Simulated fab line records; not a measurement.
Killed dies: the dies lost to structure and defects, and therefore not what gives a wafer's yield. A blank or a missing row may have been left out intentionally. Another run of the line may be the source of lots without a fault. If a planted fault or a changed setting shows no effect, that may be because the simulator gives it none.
Matching of chambers    flow sky130    SKY_VIA2_ETCH_14 on rie_diel-01 has 4 sister chambers
The step etches BARC in N2/H2, stops on SiO2, time 45.9 s, target depth 60 nm. 4 wafers are shown with their chamber, then 12 later ones without.

WAFERS, EACH WITH ITS CHAMBER
wafer   chamber  drypump_motor_current_A (A)
L080.3  2        6.1
L086.2  0        6.5
L086.5  3        5.8
L086.6  1        5.2

WAFERS WHOSE CHAMBER IS MISSING
wafer   drypump_motor_current_A (A)
L088.1  5.2
L088.3  5.8
L088.6  5.8
L095.1  6.5
L095.2  6.1
L095.5  6.5
L096.1  6.6
L096.2  5.2
L096.4  6.1
L097.3  5.8
L097.4  5.2
L097.5  6.5

CHAMBER TAKEN BY EACH
wafer   from the rows above  in truth
L088.1  1                    1
L088.3  3                    3
L088.6  3                    3
L095.1  0                    0
L095.2  2                    2
L095.5  0                    0
L096.1  0                    0
L096.2  1                    1
L096.4  2                    2
L097.3  3                    3
L097.4  1                    1
L097.5  0                    0
Placed correctly: 12 of 12. Not placeable from these rows: 0. 0 placed wrongly.
How it was worked out, from the rows above alone: a wafer's distance from a chamber is the root of the sum, over the readings, of the square of ((its reading less the chamber's mean) divided by the reading's scatter). If the next closest chamber is less than 2 further off than the closest, the wafer can't be placed; otherwise it belongs to the closest. A chamber's mean is the mean of its shown wafers. The scatter: with one shown wafer a chamber, the root of the mean of the squares of how far each hidden wafer lies from its nearest shown one.
